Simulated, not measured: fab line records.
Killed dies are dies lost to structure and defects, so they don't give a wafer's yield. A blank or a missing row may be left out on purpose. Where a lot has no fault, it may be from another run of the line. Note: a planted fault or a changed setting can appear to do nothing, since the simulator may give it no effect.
Matching of chambers :: flow sky130 :: SKY_CONTACT_CVD_00 on pecvd-03 has 3 sister chambers
The step deposits Si3N4, target thk 75 nm. 3 wafers are shown with their chamber, then 10 later ones without.

## WAFERS WITH THEIR CHAMBER
wafer: L084.3
chamber: 1
heaterPowerW (W): 643

wafer: L084.6
chamber: 2
heaterPowerW (W): 681

wafer: L086.3
chamber: 0
heaterPowerW (W): 901

## WAFERS MISSING THEIR CHAMBER
wafer: L086.5
heaterPowerW (W): 751

wafer: L091.1
heaterPowerW (W): 844

wafer: L091.3
heaterPowerW (W): 781

wafer: L091.6
heaterPowerW (W): 839

wafer: L093.2
heaterPowerW (W): 784

wafer: L093.4
heaterPowerW (W): 612

wafer: L093.6
heaterPowerW (W): 788

wafer: L095.1
heaterPowerW (W): 927

wafer: L095.3
heaterPowerW (W): 746

wafer: L095.5
heaterPowerW (W): 804

## CHAMBER TAKEN BY EACH
wafer: L086.5
from the rows above: can't be placed: 2 or 1 or 0
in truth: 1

wafer: L091.1
from the rows above: can't be placed: 0 or 2 or 1
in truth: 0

wafer: L091.3
from the rows above: can't be placed: 2 or 0 or 1
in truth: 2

wafer: L091.6
from the rows above: can't be placed: 0 or 2 or 1
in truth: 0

wafer: L093.2
from the rows above: can't be placed: 2 or 0 or 1
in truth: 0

wafer: L093.4
from the rows above: can't be placed: 1 or 2
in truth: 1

wafer: L093.6
from the rows above: can't be placed: 2 or 0 or 1
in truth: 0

wafer: L095.1
from the rows above: 0
in truth: 0

wafer: L095.3
from the rows above: can't be placed: 2 or 1 or 0
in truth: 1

wafer: L095.5
from the rows above: can't be placed: 0 or 2 or 1
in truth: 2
1 of 10 placed correctly. From these rows, 9 cannot be placed; in 9 the true chamber is one of the candidates. Placed wrongly: 0.
How it was worked out, from the rows above alone: a wafer's distance from a chamber is the root of the sum, over the readings, of the square of ((its reading less the chamber's mean) divided by the reading's scatter). The wafer belongs to the nearest chamber; if the next one is less than 2 further off, it can't be placed. A chamber's mean is the mean of its shown wafers. The scatter: with one shown wafer a chamber, the root of the mean of the squares of how far each hidden wafer lies from its nearest shown one.
